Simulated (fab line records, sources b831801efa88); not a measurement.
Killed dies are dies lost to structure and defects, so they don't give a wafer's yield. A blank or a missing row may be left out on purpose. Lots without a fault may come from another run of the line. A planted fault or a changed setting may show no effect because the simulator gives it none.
One fault seen from 2 desks | flow sky130 | each desk has only its own numbers; what lay behind them comes last

THE TOOL OWNER'S DESK: plasma_asher-04
The tool's own readings at SKY_LDD_N_STRIP_16 (strips in O2/N2): means of the sampled wafers that have a number, for each lot that ran on this tool. A lot is out of limits, marked OUT, if its mean lies more than 4 standard deviations from the usual mean; the brackets give that distance.
Columns: A = chamber_pressure_mTorr at SKY_LDD_N_STRIP_16, usual 1500.0 mTorr; B = drypump_motor_current_A at SKY_LDD_N_STRIP_16, usual 5.6 A; C = n2_flow_sccm at SKY_LDD_N_STRIP_16, usual 300.1 sccm; D = oes_product_au at SKY_LDD_N_STRIP_16, usual 0.406 a.u.; E = strip_time_to_endpoint_s at SKY_LDD_N_STRIP_16, usual 4.317 s
lot  | first seen here | A                 | B   | C     | D               | E
L209 | day 19 03:04    | 1500.4            | 5.2 | 299.8 | 0.410           | 4.301
L217 | day 22 04:01    | 1500.7            | 5.3 | 299.4 | 0.407           | 4.340
L218 | day 22 11:28    | 1501.1            | 5.3 | 300.3 | 0.409           | 4.326
L219 | day 23 09:04    | 1501.5            | 5.3 | 300.9 | 0.407           | 4.298
L221 | day 23 21:45    | 1510.8 (+8.3) OUT | 5.3 | 299.6 | 0.562 (+36) OUT | -
This desk's finding: out of limits on L221; first on L221, day 23 21:45 (chamber_pressure_mTorr at SKY_LDD_N_STRIP_16). In limits: L209, L217, L218, L219.

THE METROLOGY DESK
What the gauges read, lot by lot, whatever tool the lot ran on: means of the sampled wafers that have a number. A lot is out of limits, marked OUT, if its mean lies more than 4 standard deviations from the usual mean; the brackets give that distance.
Columns: A = SONOS_ONO_OVL at SKY_SONOS_ONO_OVL_MEAS_14, usual 0.1 nm; B = LDD_P_TW at SKY_LDD_P_TW_MEAS_11, usual 633; C = LDD_HVN_TW at SKY_LDD_HVN_TW_MEAS_10, usual 1423
lot  | first seen here | A    | B            | C
L209 | day 13 18:54    | -1.7 | 629          | 1408
L211 | day 14 11:32    | -0.4 | 625          | 1434
L213 | day 15 04:10    | 0.2  | 631          | 1435
L214 | day 15 09:27    | -0.1 | 632          | 1435
L215 | day 15 23:29    | 0.5  | 645          | 1427
L216 | day 16 06:26    | 0.3  | 628          | 1430
L217 | day 16 14:43    | 1.3  | 625          | 1408
L218 | day 17 01:36    | -3.6 | 632          | 1413
L219 | day 17 19:01    | 0.1  | 646          | 1411
L222 | day 18 08:16    | 1.8  | 628          | 1426
L221 | day 18 09:31    | 2.3  | 30 (-81) OUT | 1419
L223 | day 18 14:55    | 0.8  | 628          | 1420
L227 | day 20 01:32    | 0.3  | 635          | 1413
This desk's finding: out of limits on L221; first on L221, day 25 03:26 (LDD_P_TW at SKY_LDD_P_TW_MEAS_11). In limits: L209, L211, L213, L214, L215, L216, L217, L218, L219, L222, L223, L227.

PUT TOGETHER
The tool owner's desk could have raised an alarm at day 23 21:45, on L221.
The metrology desk could have raised an alarm at day 25 03:26, on L221.
Of the lots named, all ran SKY_LDD_N_STRIP_16 on plasma_asher-04.

WHAT THE SIMULATOR HAD PUT IN
Strip aborted: plasma_asher-04, from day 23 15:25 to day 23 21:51, at SKY_LDD_N_STRIP_16. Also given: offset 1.
Lots struck among those shown: L221.
Hours from the fault's start to each desk's first reading out of limits: the tool owner's desk, 6; the metrology desk, 36.
